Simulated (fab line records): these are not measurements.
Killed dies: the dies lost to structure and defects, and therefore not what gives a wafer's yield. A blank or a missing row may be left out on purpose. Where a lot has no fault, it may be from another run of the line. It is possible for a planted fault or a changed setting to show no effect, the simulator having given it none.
A lot that was struck, set against a sound lot / flow gf180mcu / 14 out of 602 route steps
Sound: the wafers L385.1, L385.2, L385.4. Struck: wafer L392.3. (L392.2, L392.6 of the same lot were not struck and are left out.) The cause comes at the end.
Order at every step that has rows: each side's tool, ch and its chambers, its first start. Under that, the readings that differ: sound wafers / struck wafers / difference of the means / sigmas: that difference in standard deviations of wafers without a fault.
alike: same words and numbers on both sides, and readings whose means sit less than 2 such deviations apart. not compared: any withheld reading, any reading some wafer has no value for, any bound like >300 that may hide the same value, and any number with overlapping values for which the record gives no deviation.
Wherever a step has rows on one side only, a row that says differs or no value, or a row with sigmas, the two part there. Numbers that have no deviation but don't overlap get no sigmas and don't part them. A reading missing from all wafers of one side parts the sides only when that side holds two or more wafers.

GF_V1_CD_MEAS_14 targets a cd of 260 nm.
  sound: cdSem-02 at day 20 10:35; struck: cdSem-01 at day 22 19:01
  alike: cdNm
GF_V1_OVL_MEAS_15:
  sound: overlay-02 at day 20 10:42; struck: overlay-02 at day 22 19:08
  alike: V1_OVL
then, 1 step without rows for these wafers: GF_V1_ETCH_16 (etches BARC in N2/H2).
GF_V1_ETCH_17: etches SiO2 in C4F8/O2/Ar, stops on TiN, target depth 630 nm.
  sound on rieDiel-04 ch 1,2,3; struck on rieDiel-03 ch 2
  alike: chamberPressureMTorr, oesProductAu
GF_V1_STRIP_18: strips in O2/N2.
  sound on plasmaAsher-03 ch 0,1, day 20 10:52; struck on plasmaAsher-02 ch 1, day 22 19:17
reading=chamberPressureMTorr (mTorr); sound=1498.7 1501.9 1499.9; struck=1496.9; difference=-3.3; sigmas=-2
  alike: drypumpMotorCurrentA, heaterPowerW, oesProductAu
  not compared: rfHoursCounterH
then, 2 steps without rows for these wafers: GF_V1_STRIP_19 (strips in post etch residue remover, time 1200 s); GF_V1_CLEAN_20 (cleans in DIW).
GF_V1_SPUTTER_21: material Ti, target thk 15 nm, time 80.02 s.
  sound: pvdSputter-02 at day 20 11:24; struck: pvdSputter-04 at day 22 19:50
  alike: throttleValvePct
GF_V1_SPUTTER_22: material TiN, target thk 10 nm, time 40 s.
  sound: pvdSputter-02 at day 20 11:28; struck: pvdSputter-04 at day 22 19:53
  alike: throttleValvePct
GF_V1_CVD_23: deposits W, target thk 350 nm, time 105.05 s.
  sound on cvdW-02 ch 0,1, day 20 11:30; struck on cvdW-01 ch 1, day 22 19:56
  alike: chamberPressureTorr, heaterPowerW
GF_V1_RS_MEAS_24: the measuring method here is four-point-probe.
  sound: filmMetro-04 at day 20 11:37; struck: filmMetro-01 at day 22 20:04
reading=V1_W_RS (ohm/sq); sound=0.327 0.324 0.326; struck=0.335; difference=+0.009; sigmas=+3
GF_V1_THK_MEAS_25: measures by xrf.
  sound: filmMetro-04 at day 20 11:44; struck: filmMetro-01 at day 22 20:10
reading=V1_W_THK (nm); sound=349 352 350; struck=341; difference=-9; sigmas=-2
GF_V1_CMP_26: polishes, stops on SiO2, t overpolish 15 s, target thk 0 nm.
  sound on cmp-01 ch 1,2,3, day 20 11:48; struck on cmp-01 ch 2, day 22 20:19
reading=overpolishRunS (s); sound=14.982 15.008 15.012; struck=0.044; difference=-14.957; sigmas=-99 or more
reading=timeToEndpointS (s); sound=83 88 87; struck=127; difference=+41; sigmas=+11
  alike: motorCurrentA
then, 1 step without rows for these wafers: GF_M2_SPUTTER_00 (material Ti, target thk 37.5 nm, time 150 s).

== WHERE THEY PART ==
At GF_V1_STRIP_18 first; at GF_V1_CMP_26 last (within this record only).

WHY: whatever the simulator had introduced
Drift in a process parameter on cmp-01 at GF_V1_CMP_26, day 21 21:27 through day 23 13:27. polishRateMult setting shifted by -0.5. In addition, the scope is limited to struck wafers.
